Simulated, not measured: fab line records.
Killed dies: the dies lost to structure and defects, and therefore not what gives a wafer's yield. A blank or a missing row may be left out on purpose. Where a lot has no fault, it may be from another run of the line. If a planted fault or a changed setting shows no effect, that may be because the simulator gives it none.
Struck lot and sound lot, side by side | flow sky130 | 16 out of 708 route steps
Sound: the wafers L849.2, L849.3, L849.5. Struck: wafer L862.6 (L862.3, L862.5, from the same lot, were not struck and are left out); the cause is given at the end.
Per side, at each step with rows, come the tool, then ch with its chambers, and then its first start. Under that, the readings that differ: sound wafers | struck wafers | difference of the means | sigmas: that difference in standard deviations of wafers without a fault.
alike: readings with means less than 2 such deviations apart, plus words and numbers identical on both sides. not compared: withheld readings, readings lacking a value on some wafer, bounds such as >300 that could conceal the same value, and numbers that have no deviation in the record and whose values overlap.
The two part at a step that has a row with sigmas, a row that says differs or no value, or rows on one side only. Numbers that have no deviation but don't overlap get no sigmas and don't part them. A reading that every wafer of one side lacks parts them only if that side has two wafers or more.

first, 2 steps without rows for these wafers: SKY_LOCAL_INTERCONNECT_PEB_09; SKY_LOCAL_INTERCONNECT_DEVELOP_10 (develop time 60 s).
SKY_LOCAL_INTERCONNECT_CD_MEAS_11 targets a cd of 170 nm.
  sound on cd_sem-01 at day 32 04:26; struck on cd_sem-01 at day 35 20:41
  reading    | sound             | struck | difference | sigmas
  cd_nm (nm) | 169.2 168.6 169.6 | 173.5  | +4.4       | +3
SKY_LOCAL_INTERCONNECT_OVL_MEAS_12:
  sound on overlay-01 at day 32 04:32; struck on overlay-01 at day 35 20:46
  alike: LOCAL_INTERCONNECT_OVL
SKY_LOCAL_INTERCONNECT_ETCH_13: etches BARC in N2/H2, stops on SiO2, time 45.9 s, target depth 60 nm.
  sound on rie_metal-04 ch 0, day 32 04:36; struck on rie_metal-01 ch 0, day 35 20:49
  alike: bias_w, drypump_motor_current_A, h2_flow_sccm, oes_product_au, throttle_valve_pct
  not compared: rf_hours_counter_h
SKY_LOCAL_INTERCONNECT_METAL_ETCH_14: etches TiN in Cl2/BCl3, stops on PSG, target depth 110 nm, time 31.4 s.
  sound on rie_metal-04 ch 0, day 32 04:43; struck on rie_metal-01 ch 0, day 35 20:53
  alike: bias_w, drypump_motor_current_A, oes_product_au, throttle_valve_pct
  not compared: rf_hours_counter_h
SKY_LOCAL_INTERCONNECT_STRIP_15: strips in O2/N2.
  sound on plasma_asher-04 ch 0,1, day 32 04:48; struck on plasma_asher-01 ch 1, day 35 20:57
  alike: drypump_motor_current_A, oes_product_au, strip_time_to_endpoint_s
  not compared: rf_hours_counter_h
then, 3 steps without rows for these wafers: SKY_LOCAL_INTERCONNECT_STRIP_16 (strips in post etch residue remover, time 1200 s); SKY_LOCAL_INTERCONNECT_CLEAN_17 (cleans in IPA, time 180 s); SKY_LOCAL_INTERCONNECT_CLEAN_18 (cleans in O3/DIW).
SKY_CONTACT_CVD_00: deposits Si3N4, target thk 75 nm.
  sound on pecvd-01 ch 0,2, day 32 05:28; struck on pecvd-01 ch 2, day 35 21:35
  reading            | sound       | struck | difference | sigmas
  heater_power_w (W) | 621 911 630 | 965    | +244       | +2
SKY_CONTACT_THK_MEAS_01:
  sound on film_metro-03 at day 32 05:31; struck on film_metro-02 at day 35 21:39
  alike: CONTACT_CVD_00_THK
SKY_CONTACT_HDPCVD_02: deposits SiO2, target thk 565 nm, time 94.2 s.
  sound on hdpcvd-02 ch 1,2, day 32 05:34; struck on hdpcvd-02 ch 2, day 35 21:43
  reading                                     | sound             | struck | difference | sigmas
  run_length_s (s)                            | 121.6 121.6 121.9 | 116.8  | -4.9       | -8
  model.SiO2_of_CONTACT_HDPCVD_02.thk_nm (nm) | 569.5 577.1 568.7 | 540.6  | -31.2      |
SKY_CONTACT_THK_MEAS_03:
  sound on film_metro-02 at day 32 05:38; struck on film_metro-04 at day 35 21:49
  reading                 | sound       | struck | difference | sigmas
  CONTACT_HDPCVD_THK (nm) | 570 577 569 | 541    | -31        | -5
SKY_CONTACT_CMP_04: polishes SiO2.
  sound on cmp-01 ch 1,3, day 32 05:56; struck on cmp-02 ch 3, day 35 21:51
  alike: motor_current_A, time_to_endpoint_s
-- the record jumps here: 14 days lie between the struck wafers' starts before and after (it left off in module CONTACT and takes up again in module PAD_OPEN, whose first step shown is number 708 of the route) --
SKY_PAD_OPEN_PROBE_99:
  record: rows for the struck wafers here (prober-02, day 49 18:54), none for the sound ones

WHERE THEY PART
Last at SKY_PAD_OPEN_PROBE_99 as far as this record goes, first at SKY_LOCAL_INTERCONNECT_CD_MEAS_11.

WHY: whatever the simulator had introduced
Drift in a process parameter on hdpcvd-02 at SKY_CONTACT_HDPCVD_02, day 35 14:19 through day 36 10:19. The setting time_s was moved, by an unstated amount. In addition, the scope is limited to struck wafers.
